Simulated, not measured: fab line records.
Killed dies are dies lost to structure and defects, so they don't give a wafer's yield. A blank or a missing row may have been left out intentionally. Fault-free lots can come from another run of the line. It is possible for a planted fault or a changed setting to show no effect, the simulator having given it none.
8D (eight disciplines) problem report, filled in by code || flow sky130 || the parts of the form that need people (team, actions taken, sign-off) are left out

== 1. PROBLEM STATEMENT ==
SPACER_CVD_00_THK at SKY_SPACER_THK_MEAS_01 reads a mean of 37.9 nm on 9 wafers of 3 lots; wafers without a fault read 43.2 nm with a standard deviation of 0.44. That puts it -12 standard deviations away from the usual mean.
First observed at day 25 22:04: wafer L437.1, on filmMetro-02. At this step, 33 wafers from 11 lots have a number in the record. The rule behind "out" and "out of limits": a value lying over 4 standard deviations away from the usual mean. All remaining wafers that have a number are taken as sound.

== 2. WHAT THIS IS AND IS NOT ==
{"question": "which readings at this step", "is": "SPACER_CVD_00_THK", "is not": "-"}
{"question": "which lots", "is": "L437, L438, L439", "is not": "L430, L432, L433, L446, L449, L450, L451, L452"}
{"question": "which wafers of those lots", "is": "all that have a number", "is not": "-"}
{"question": "read on which gauges", "is": "filmMetro-02, filmMetro-04", "is not": "filmMetro-03"}
{"question": "when", "is": "from day 25 22:04", "is not": "up to then (9 sound wafers); but 15 sound wafers of L446, L449, L450, L451, L452 came after"}

== 3. THE SUSPECTS, EACH WITH WHAT RULES IT OUT ==
Counting: a tool at a process step up to the reading stays a suspect if it ran every lot that is out and no sound lot after the first of them.
- ruled out: the gauge at SKY_SPACER_THK_MEAS_01. 2 gauges (filmMetro-02, filmMetro-04) read the wafers that are out.
- lpcvd-02 at SKY_SPACER_CVD_00 (deposits Si3N4 from DCS/NH3, target thk 43.1 nm, time 740 s): ruled out as a lasting fault. After its first lot that is out, L437 (day 25 20:52), sound lots L446, L449, L450, L451, L452 ran on it.
Left after counting: nothing in the record.

== 4. THE CAUSE (what the simulator had put in) ==
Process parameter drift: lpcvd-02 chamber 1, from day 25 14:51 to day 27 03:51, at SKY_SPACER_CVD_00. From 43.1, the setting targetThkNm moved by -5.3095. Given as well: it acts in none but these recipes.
It was ruled out by counting, in error; the rule expects a fault to strike all lots run on its tool from its start on, and this fault did not.

== 5. SEQUENCE OF EFFECTS, ordered by route ==
One row per reading whose mean, taken over the struck wafers that have a number, lies over 3 standard deviations from the usual. Only readings for which the record gives a usual standard deviation are gone through. hours: the time from each lot's start at the first step in this table that gives one to its start at this step, as a median over the lots. sigmas: the change in usual standard deviations.
{"hours": 0, "step": "SKY_SPACER_THK_MEAS_01", "reading": "SPACER_CVD_00_THK", "usual": "43.2 nm", "on struck wafers": 37.9, "change": -5.3, "sigmas": -12}
{"hours": 0, "step": "SKY_SPACER_ETCHBACK_02", "reading": "oesProductAu", "usual": "0.856 a.u.", "on struck wafers": 0.797, "change": -0.059, "sigmas": -8.6}
The process steps in it:
- SKY_SPACER_ETCHBACK_02: etches Si3N4 in CH3F/O2, stops on SiO2, time 46.7 s, target depth 45 nm.

== 6. HOW IT WOULD HAVE BEEN CAUGHT EARLIER ==
The first out-of-limits reading at a measuring or inspecting step in this record came at day 25 22:04, 7 hours after the fault's start at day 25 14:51.
